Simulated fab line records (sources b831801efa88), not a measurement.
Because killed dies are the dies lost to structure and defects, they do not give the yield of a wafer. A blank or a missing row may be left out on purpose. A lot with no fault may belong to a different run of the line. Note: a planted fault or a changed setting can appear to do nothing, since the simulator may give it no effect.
Matching of chambers ; flow gf180mcu ; cmp-02 running GF_V4_CMP_04: 4 sister chambers
The step polishes SiO2. 8 wafers are shown with their chamber, then 7 later ones without.

## WAFERS PAIRED WITH THEIR CHAMBERS
wafer;chamber;motor-current-A (A);time-to-endpoint-s (s)
L207.1;2;13.9;74
L207.2;3;11.8;79
L207.4;0;12.9;78
L208.1;1;10.0;78
L208.4;2;14.0;90
L208.5;3;12.0;89
L210.1;1;10.0;79
L210.5;0;13.1;80

## WAFERS WHOSE CHAMBER IS MISSING
wafer;motor-current-A (A);time-to-endpoint-s (s)
L210.6;9.8;86
L220.1;14.6;72
L220.5;10.3;74
L220.6;14.3;71
L222.1;14.0;85
L222.3;13.4;88
L222.5;12.6;89

## EACH ONE'S CHAMBER
wafer;from the rows above;in truth
L210.6;1;1
L220.1;2;2
L220.5;1;1
L220.6;2;2
L222.1;2;2
L222.3;can't be placed: 0 or 2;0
L222.5;0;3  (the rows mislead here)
Correct placement for 5 of the 7. Unplaceable from these rows: 1, with the true chamber sitting among the candidates in 1. Number placed wrongly: 1.
How it was worked out, from the rows above alone: a wafer's distance from a chamber is the root of the sum, over the readings, of the square of ((its reading less the chamber's mean) divided by the reading's scatter). If the next closest chamber is less than 2 further off than the closest, the wafer can't be placed; otherwise it belongs to the closest. A chamber's mean is the mean of its shown wafers. The scatter is the square root of a quotient: the sum, over the shown wafers, of each reading's squared deviation from its chamber's mean, divided by wafers minus chambers.
